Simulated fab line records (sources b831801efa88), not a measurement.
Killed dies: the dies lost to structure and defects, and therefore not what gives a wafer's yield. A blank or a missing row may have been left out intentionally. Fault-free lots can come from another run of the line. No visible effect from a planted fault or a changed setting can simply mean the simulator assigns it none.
The same fault as seen by 2 desks / flow sfqLine / numbers are kept per desk, each desk with only its own; the story behind them comes last

## THE TOOL OWNER'S DESK: pvdSputter-04
The tool's own readings at SFQ_TRILAYER_M1_DEP_SPUTTER_037 (material Nb, target thk 200 nm, time 133.3 s): means of the sampled wafers that have a number, for each lot that ran on this tool. A lot is out of limits, marked OUT, if its mean lies more than 4 standard deviations from the usual mean; the brackets give that distance.
Columns: A = cathodeDcPowerW at SFQ_TRILAYER_M1_DEP_SPUTTER_037, usual 2000.0 W; B = throttleValvePct at SFQ_TRILAYER_M1_DEP_SPUTTER_037, usual 30.0 %
lot=L826; first seen here=day 10 12:08; A=1999.9; B=30.6
lot=L829; first seen here=day 11 08:05; A=2000.1; B=30.1
lot=L833; first seen here=day 12 09:17; A=2000.0; B=30.3
lot=L836; first seen here=day 13 14:05; A=1999.7; B=30.2
lot=L841; first seen here=day 14 21:22; A=2281.2 (+99 or more) OUT; B=29.8
This desk finds L841 out of limits, L841 being first, at day 14 21:22 (cathodeDcPowerW at SFQ_TRILAYER_M1_DEP_SPUTTER_037). In limits: L826, L829, L833, L836.

## FROM THE METROLOGY DESK
What the gauges read for every lot (on any tool): the sampled wafers with a number, averaged. A lot is out of limits, marked OUT, if its mean lies more than 4 standard deviations from the usual mean; the brackets give that distance.
Columns: A = M1_NB_RS at SFQ_M1_RS_MEAS_909, usual 0.885 ohm/sq
lot=L826; first seen here=day 10 12:16; A=0.874
lot=L827; first seen here=day 10 17:21; A=0.898
lot=L829; first seen here=day 11 08:10; A=0.887
lot=L832; first seen here=day 12 02:11; A=0.890
lot=L833; first seen here=day 12 09:25; A=0.881
lot=L834; first seen here=day 12 11:10; A=0.876
lot=L836; first seen here=day 13 14:10; A=0.876
lot=L838; first seen here=day 13 23:51; A=0.879
lot=L841; first seen here=day 14 21:27; A=0.788 (-10) OUT
lot=L843; first seen here=day 15 08:26; A=0.904
lot=L846; first seen here=day 16 07:03; A=0.901
lot=L847; first seen here=day 16 22:39; A=0.887
lot=L849; first seen here=day 17 22:44; A=0.875
Finding of this desk: L841 out of limits, first seen on L841 at day 14 21:27 (M1_NB_RS at SFQ_M1_RS_MEAS_909). In limits: L826, L827, L829, L832, L833, L834, L836, L838, L843, L846, L847, L849.

## PUT TOGETHER
On L841, at day 14 21:22, an alarm was possible from the tool owner's desk.
At day 14 21:27 the metrology desk could have sounded an alarm, on L841.
Every lot named ran SFQ_TRILAYER_M1_DEP_SPUTTER_037 on pvdSputter-04.

## WHAT THE SIMULATOR PUT IN
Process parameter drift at SFQ_TRILAYER_M1_DEP_SPUTTER_037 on pvdSputter-04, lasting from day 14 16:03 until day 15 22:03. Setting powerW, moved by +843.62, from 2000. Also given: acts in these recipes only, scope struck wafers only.
Lots struck among those shown: L841.
Time in hours from fault onset to the first out-of-limits reading at each desk: tool owner's desk 5, metrology desk 5.
